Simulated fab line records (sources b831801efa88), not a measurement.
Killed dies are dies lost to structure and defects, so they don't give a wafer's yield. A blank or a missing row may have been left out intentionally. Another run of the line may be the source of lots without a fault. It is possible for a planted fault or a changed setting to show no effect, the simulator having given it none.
fab line records	flow sky130
record lots=6	wafers=18	lastDay=50
route steps=708 shown VIA4@649 METAL5@661 PAD_OPEN@708
lots that met no fault: from a run of the same line without faults
startH: hours from the record's first day to the start of the lot's first wafer shown	waitH: time in hours since the lot's previous step	" identical to the entry in the row above	L1.1+2: one row covering several wafers at once	- either no value or no given start	* or withheld: withheld	< > ~ a bound
route shown NAME@n: a module of which the file shows steps, and the number in the route of the first	usual: mean/standard deviation taken from wafers without a fault	same: alike in all rows	chamber/n: place in a boat	sites: each site's reading	_std_site: the values' standard deviation	_edge_site: mean of outer sites minus mean of inner sites	radiusMm: how far each site lies from the wafer's centre	mask NAME#n: copy n	behind: the tool/chamber that last shaped the wafer	hold: what put the lot on hold/how long, in hours/how the hold closed	device: whichever transistor did not switch (one of n, p or np)	end of line: tests run on the same wafers once the route is complete	step lacking rows: just its recipe	killed: dies that structure and defects cost at the first sort, which is not the same as the wafer's yield	map: per-die view of a wafer (x killed, . not killed, _ where there is no die)
set.NAME: the setting the step ran with; set.NAME@STEP: the setting that earlier step ran with	model.NAME: the simulator's own value behind a step, which no gauge read
a table for each step, a row for each wafer; lots at some steps of the route
services: a tool's chamber out of use, with start hour (startH, from the record's first day; less than 0 if before it), hours out, and reason
## steps
# step SKY_VIA4_DEVELOP_10
# recipe resist=NOVOLAK	developer=TMAH	developTimeS=60	devTempC=23
# step SKY_VIA4_OVL_MEAS_11
# usual VIA4_OVL=0.1/1.4
lot.wafer	tool	chamber	startH	waitH	VIA4_OVL[nm]
L220.2	overlay-02	-	1073.99	0.1	0.0
L220.4	"	-	"	"	1.6
L220.6	"	-	"	"	1.7
L222.1	overlay-02	-	1077.96	0.1	1.1
L222.2	"	-	"	"	-0.9
L222.5	"	-	"	"	0.2
L226.3	overlay-01	-	1104.80	0.1	-3.0
L226.5	"	-	"	"	-2.0
L226.6	"	-	"	"	-4.4
L229.1	overlay-02	-	1119.61	0.1	-1.2
L229.2	"	-	"	"	-0.6
L229.3	"	-	"	"	-0.6
L234.1	overlay-01	-	1141.89	0.1	1.4
L234.4	"	-	"	"	0.5
L234.6	"	-	"	"	1.4
L233.1	overlay-02	-	1144.46	0.1	0.5
L233.3	"	-	"	"	2.3
L233.4	"	-	"	"	0.5
# step SKY_VIA4_ETCH_12
# recipe target=SiO2	chemistry=C4F8/O2/Ar	stopOn=TiN	maskMaterial=NOVOLAK	sourceW=1500	biasW=1200	pressureMtorr=40	c4f8FlowSccm=withheld	O2_flow_sccm=6	Ar_flow_sccm=300	timeS=withheld	targetDepthA=5800
# usual oesProductAu=0.926/0.0051
lot.wafer	tool	chamber	startH	waitH	oesProductAu
L220.2	rieDiel-04	3	1074.02	0.0	0.923
L220.4	"	1	"	"	0.922
L220.6	"	0	"	"	0.937
L222.1	rieDiel-04	0	1078.00	0.0	0.926
L222.2	"	1	"	"	0.919
L222.5	"	1	"	"	0.924
L226.3	rieDiel-01	2	1104.82	0.0	0.925
L226.5	"	3	"	"	0.918
L226.6	"	2	"	"	0.925
L229.1	rieDiel-02	2	1119.64	0.0	0.925
L229.2	"	0	"	"	0.918
L229.3	"	1	"	"	0.921
L234.1	rieDiel-01	3	1141.92	0.0	0.925
L234.4	"	0	"	"	0.933
L234.6	"	2	"	"	0.924
L233.1	rieDiel-02	2	1144.50	0.0	0.921
L233.3	"	1	"	"	0.929
L233.4	"	0	"	"	0.930
# step SKY_VIA4_STRIP_13
# recipe chemistry=O2/N2	powerW=1400	pressureMtorr=1500	platenTempC=withheld	o2FlowSccm=3000	n2FlowSccm=300	overashFraction=0.5
# usual drypumpMotorCurrentA=6.0/0.44	oesProductAu=0.711/0.0041	stripTimeToEndpointS=12.803/0.024
lot.wafer	tool	chamber	startH	waitH	drypumpMotorCurrentA	oesProductAu	rfHoursCounterH	stripTimeToEndpointS
L220.2	plasmaAsher-04	1	1074.09	-	6.1	0.714	30	12.758
L220.4	"	1	"	"	6.1	0.705	-	12.843
L220.6	"	0	"	"	5.7	0.704	-	12.790
L222.1	plasmaAsher-04	0	1078.07	-	5.7	0.715	30	12.800
L222.2	"	1	"	"	6.1	0.712	30	12.792
L222.5	"	1	"	"	6.1	0.708	-	12.820
L226.3	plasmaAsher-04	1	1104.93	-	6.1	0.708	-	12.817
L226.5	"	0	"	"	5.7	0.712	-	12.828
L226.6	"	1	"	"	6.1	0.699	-	12.819
L229.1	plasmaAsher-01	0	1119.72	-	6.8	0.711	103	12.782
L229.2	"	1	"	"	5.8	0.712	103	12.835
L229.3	"	0	"	"	6.8	0.704	-	12.836
L234.1	plasmaAsher-04	1	1141.99	-	6.1	0.705	36	12.806
L234.4	"	1	"	"	6.1	0.716	-	12.825
L234.6	"	0	"	"	5.7	0.706	-	12.781
L233.1	plasmaAsher-04	0	1144.57	-	5.7	0.707	36	12.797
L233.3	"	1	"	"	6.1	0.709	-	12.765
L233.4	"	0	"	"	5.7	0.709	-	12.799
# step SKY_VIA4_STRIP_14
# recipe chemistry=postEtchResidueRemover	timeS=1200	tempC=72.5
# step SKY_VIA4_CLEAN_15
# recipe chemistry=IPA	timeS=180	tempC=25
# step SKY_VIA4_CLEAN_16
# recipe chemistry=O3/DIW	dry=n2Spin
# step SKY_VIA4_SPUTTER_17
# recipe material=TiN	targetThkNm=20	chamberPressurePa=5	powerW=4000	timeS=80
# usual throttleValvePct=29.6/0.61
lot.wafer	tool	chamber	startH	waitH	throttleValvePct
L220.2	pvdSputter-02	-	1074.69	0.0	30.2
L220.4	"	-	"	"	30.4
L220.6	"	-	"	"	30.3
L222.1	pvdSputter-01	-	1078.70	0.0	29.0
L222.2	"	-	"	"	29.6
L222.5	"	-	"	"	28.7
L226.3	pvdSputter-01	-	1105.53	0.0	30.3
L226.5	"	-	"	"	28.7
L226.6	"	-	"	"	29.8
L229.1	pvdSputter-03	-	1120.35	0.0	28.9
L229.2	"	-	"	"	28.8
L229.3	"	-	"	"	30.0
L234.1	pvdSputter-02	-	1142.59	0.0	29.8
L234.4	"	-	"	"	30.2
L234.6	"	-	"	"	30.6
L233.1	pvdSputter-01	-	1145.19	0.0	28.5
L233.3	"	-	"	"	29.0
L233.4	"	-	"	"	29.6
# step SKY_VIA4_CVD_18
# recipe material=W	targetThkNm=505	timeS=152.14	tempC=400	pressureTorr=40
# usual heaterPowerW=784/40
lot.wafer	tool	chamber	startH	waitH	heaterPowerW
L220.2	cvdW-02	0	1074.75	0.0	799
L220.4	"	0	"	"	804
L220.6	"	1	"	"	781
L222.1	cvdW-01	1	1078.76	0.0	690
L222.2	"	0	"	"	814
L222.5	"	0	"	"	798
L226.3	cvdW-02	0	1105.64	0.1	814
L226.5	"	0	"	"	824
L226.6	"	1	"	"	763
L229.1	cvdW-02	0	1120.41	0.0	828
L229.2	"	1	"	"	758
L229.3	"	1	"	"	788
L234.1	cvdW-01	0	1142.65	0.0	802
L234.4	"	1	"	"	709
L234.6	"	1	"	"	727
L233.1	cvdW-02	1	1145.25	0.0	762
L233.3	"	0	"	"	844
L233.4	"	1	"	"	742
# step SKY_VIA4_RS_MEAS_19
# recipe thkMeasGauge=four-point-probe	reads=W_of_VIA4_CVD_18+TiN_of_VIA4_SPUTTER_17
# usual VIA4_W_RS=0.2265/0.0026
lot.wafer	tool	chamber	startH	waitH	VIA4_W_RS[ohm/sq]
L220.2	filmMetro-03	-	1074.93	0.1	0.2269
L220.4	"	-	"	"	0.2302
L220.6	"	-	"	"	0.2248
L222.1	filmMetro-03	-	1078.91	0.1	0.2278
L222.2	"	-	"	"	0.2195
L222.5	"	-	"	"	0.2232
L226.3	filmMetro-02	-	1105.78	0.1	0.2309
L226.5	"	-	"	"	0.2302
L226.6	"	-	"	"	0.2277
L229.1	filmMetro-01	-	1120.56	0.1	0.2319
L229.2	"	-	"	"	0.2276
L229.3	"	-	"	"	0.2283
L234.1	filmMetro-03	-	1142.80	0.1	0.2247
L234.4	"	-	"	"	0.2301
L234.6	"	-	"	"	0.2271
L233.1	filmMetro-01	-	1145.40	0.1	0.2235
L233.3	"	-	"	"	0.2283
L233.4	"	-	"	"	0.2280
# step SKY_VIA4_THK_MEAS_20
# recipe thkMeasGauge=xrf	reads=W_of_VIA4_CVD_18
# usual VIA4_W_THK=513/8.2
lot.wafer	tool	chamber	startH	waitH	VIA4_W_THK[nm]
L220.2	filmMetro-03	-	1075.04	0.1	503
L220.4	"	-	"	"	498
L220.6	"	-	"	"	509
L222.1	filmMetro-03	-	1079.03	0.1	502
L222.2	"	-	"	"	518
L222.5	"	-	"	"	512
L226.3	filmMetro-02	-	1105.88	0.1	501
L226.5	"	-	"	"	498
L226.6	"	-	"	"	505
L229.1	filmMetro-01	-	1120.68	0.1	505
L229.2	"	-	"	"	512
L229.3	"	-	"	"	509
L234.1	filmMetro-03	-	1142.92	0.1	510
L234.4	"	-	"	"	497
L234.6	"	-	"	"	503
L233.1	filmMetro-01	-	1145.52	0.1	520
L233.3	"	-	"	"	511
L233.4	"	-	"	"	512
# step SKY_VIA4_CMP_21
# recipe stopOn=SiO2	tOverpolishS=25	downForcePsi=3.5	platenRpm=60	targetThkNm=0	padVelocityMS=0.94248
# step SKY_METAL5_SPUTTER_00
# recipe material=Ti	targetThkNm=15	powerW=3000	timeS=10	chamberPressurePa=0.4
# usual throttleValvePct=30.0/1.2
lot.wafer	tool	chamber	startH	waitH	throttleValvePct	model.Ti_of_METAL5_SPUTTER_00.thkNm
L220.2	pvdSputter-01	-	1075.39	0.1	28.8	15.18
L220.4	"	-	"	"	29.0	15.1
L220.6	"	-	"	"	29.3	15.25
L222.1	pvdSputter-03	-	1079.39	0.1	30.4	15.24
L222.2	"	-	"	"	30.0	15.19
L222.5	"	-	"	"	30.2	15.07
L226.3	pvdSputter-01	-	1106.22	0.2	28.7	14.96
L226.5	"	-	"	"	29.5	16.47
L226.6	"	-	"	"	28.6	14.81
L229.1	pvdSputter-01	-	1121.04	0.1	29.1	14.74
L229.2	"	-	"	"	29.7	16.21
L229.3	"	-	"	"	30.3	14.85
L234.1	pvdSputter-03	-	1143.28	0.1	30.6	15.07
L234.4	"	-	"	"	29.8	14.96
L234.6	"	-	"	"	30.3	15.07
L233.1	pvdSputter-04	-	1145.88	0.1	32.0	15.13
L233.3	"	-	"	"	30.0	15.29
L233.4	"	-	"	"	31.7	15.12
# step SKY_METAL5_SPUTTER_01
# recipe material=TiN	targetThkNm=20	powerW=6500	timeS=16.7	chamberPressurePa=0.4
# usual throttleValvePct=30.0/1.2
lot.wafer	tool	chamber	startH	waitH	throttleValvePct
L220.2	pvdSputter-01	-	1075.41	0.0	29.0
L220.4	"	-	"	"	28.9
L220.6	"	-	"	"	29.0
L222.1	pvdSputter-03	-	1079.41	0.0	30.5
L222.2	"	-	"	"	29.9
L222.5	"	-	"	"	30.4
L226.3	pvdSputter-01	-	1106.24	0.0	29.2
L226.5	"	-	"	"	29.8
L226.6	"	-	"	"	28.7
L229.1	pvdSputter-01	-	1121.06	0.0	28.9
L229.2	"	-	"	"	29.9
L229.3	"	-	"	"	30.7
L234.1	pvdSputter-03	-	1143.30	0.0	30.1
L234.4	"	-	"	"	30.1
L234.6	"	-	"	"	30.6
L233.1	pvdSputter-04	-	1145.91	0.0	32.0
L233.3	"	-	"	"	30.1
L233.4	"	-	"	"	31.7
# step SKY_PAD_OPEN_PROBE_99
# usual defectLimitedYield=82.5/1.9	killed_at_M0_to_M3=44/7.2	killed_at_M4_up=2.9/1.8	killedAtContacts=24/5.6	killedAtFrontEnd=15/4.2	killedAtOther=0.4/0.71	killedDies=86/9.2	killedOpen=47/7.2	killedShort=39/5.7	sort_bin_3_pad_short=0.9/0.4	sort_bin_5_function=10.2/1.6	sort_bin_6_memory=6.4/1.2	sortNPass=406/9.2	sortYieldPct=82.5/1.9
# same grossDies=492	killedAtBackSide=0	sort_bin_4_leakage[%]=0	sort_bin_8_speed[%]=0
lot.wafer	tool	chamber	startH	waitH	defectLimitedYield[%]	killed_at_M0_to_M3	killed_at_M4_up	killedAtContacts	killedAtFrontEnd	killedAtOther	killedDies	killedOpen	killedShort	sort_bin_3_pad_short[%]	sort_bin_5_function[%]	sort_bin_6_memory[%]	sortNPass	sortYieldPct[%]
L220.2	prober-01	-	1139.02	0.1	82.5	34	7	29	16	0	86	46	40	0.6	10.2	6.7	406	82.5
L220.4	prober-01	-	1139.12	0.2	83.5	42	0	26	13	0	81	53	27	0.6	9.6	6.3	411	83.5
L220.6	prober-01	-	1139.22	0.2	79.3	54	4	29	15	0	102	53	48	1.2	13.2	6.3	390	79.3
L234.1	prober-02	-	1198.18	0.1	84.3	34	3	27	12	1	77	32	45	1.6	8.3	5.7	415	84.3
L234.4	prober-02	-	1198.33	0.2	85.8	32	1	22	15	0	70	43	25	0.6	10.0	3.7	422	85.8
L234.6	prober-02	-	1198.43	0.2	80.5	37	4	33	22	0	96	53	42	0.8	14.2	4.5	396	80.5
# killed by level:class
L220.2 CONTACT:geometricParticle:open=15 VIA1:geometricParticle:open=8 FIELD_ISO:geometricParticle:short=5 LI_CONTACT:geometricParticle:open=5 METAL2:geometricParticle:short=5 METAL4:geometricParticle:short=5 FIELD_ISO:geometricParticle:open=4 POLY_GATE:geometricParticle:open=4
L220.4 VIA1:geometricParticle:open=15 CONTACT:geometricParticle:open=10 VIA3:geometricParticle:open=8 LI_CONTACT:geometricParticle:open=7 CONTACT:geometricParticle:short=5 VIA2:geometricParticle:open=4 FIELD_ISO:geometricParticle:short=3 FIELD_ISO:geometricParticle:open=3
L220.6 VIA3:geometricParticle:open=11 VIA1:geometricParticle:open=10 VIA2:geometricParticle:open=9 LI_CONTACT:geometricParticle:open=8 CONTACT:geometricParticle:open=7 CONTACT:geometricParticle:short=7 VIA1:geometricParticle:short=7 POLY_GATE:geometricParticle:short=4
L234.1 METAL1:geometricParticle:short=8 LI_CONTACT:geometricParticle:open=7 LOCAL_INTERCONNECT:geometricParticle:short=6 CONTACT:geometricParticle:open=5 CONTACT:geometricParticle:short=5 VIA1:geometricParticle:open=5 VIA3:geometricParticle:open=5 METAL2:geometricParticle:short=4
L234.4 VIA3:geometricParticle:open=10 CONTACT:geometricParticle:open=8 VIA1:geometricParticle:open=7 LI_CONTACT:geometricParticle:open=5 VIA1:geometricParticle:short=5 FIELD_ISO:geometricParticle:open=4 LI_CONTACT:geometricParticle:short=4 CONTACT:geometricParticle:short=4
L234.6 CONTACT:geometricParticle:open=12 VIA3:geometricParticle:open=9 VIA2:geometricParticle:open=8 LI_CONTACT:geometricParticle:short=6 LI_CONTACT:geometricParticle:open=6 VIA1:geometricParticle:open=6 FIELD_ISO:geometricParticle:short=5 SPACER:geometricParticle:open=5
## services
tool	chamber	startH	hours	kind
plasmaAsher-01	-	1054.59	1.3	repair
pvdSputter-01	-	1061.22	2.4	repair
cvdW-02	-	1069.92	0.9	repair
pvdSputter-02	-	1079.00	1.2	repair
pvdSputter-04	-	1094.09	1.2	repair
rieDiel-02	0	1096.51	-	clean
rieDiel-02	0	1096.51	12.5	scheduledDown
rieDiel-02	0	1096.51	12.5	ventCycle
cvdW-01	0	1099.48	7.7	repair
pvdSputter-04	3	1099.61	-	consumableReplace:kit
pvdSputter-04	3	1099.61	18.0	scheduledDown
pvdSputter-04	3	1099.61	18.0	ventCycle
pvdSputter-03	-	1104.74	7.5	repair
rieDiel-04	0	1112.45	5.7	repair
rieDiel-04	-	1118.09	15.6	pm
pvdSputter-01	0	1119.89	-	consumableReplace:kit
pvdSputter-01	0	1119.89	18.0	scheduledDown
pvdSputter-01	0	1119.89	18.0	ventCycle
plasmaAsher-01	-	1141.68	9.8	repair
pvdSputter-03	3	1143.45	-	consumableReplace:kit
pvdSputter-03	3	1143.45	18.0	scheduledDown
pvdSputter-03	3	1143.45	18.0	ventCycle
## key
firstSign none at tools or gauges
modelEffect step=SKY_METAL5_SPUTTER_00	value=Ti_of_METAL5_SPUTTER_00.thkNm	without=14.88	struck=16.34
metAt SKY_METAL5_SPUTTER_00
struckWafers L226.5,L229.2
fault kind=processParameterDrift	tool=pvdSputter-01	chamber=-	onsetH=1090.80	steps=SKY_METAL5_SPUTTER_00	channel=timeS	offset=*	shape=step	endH=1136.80	actsIn=*	stated=*	scope=struckWafersOnly
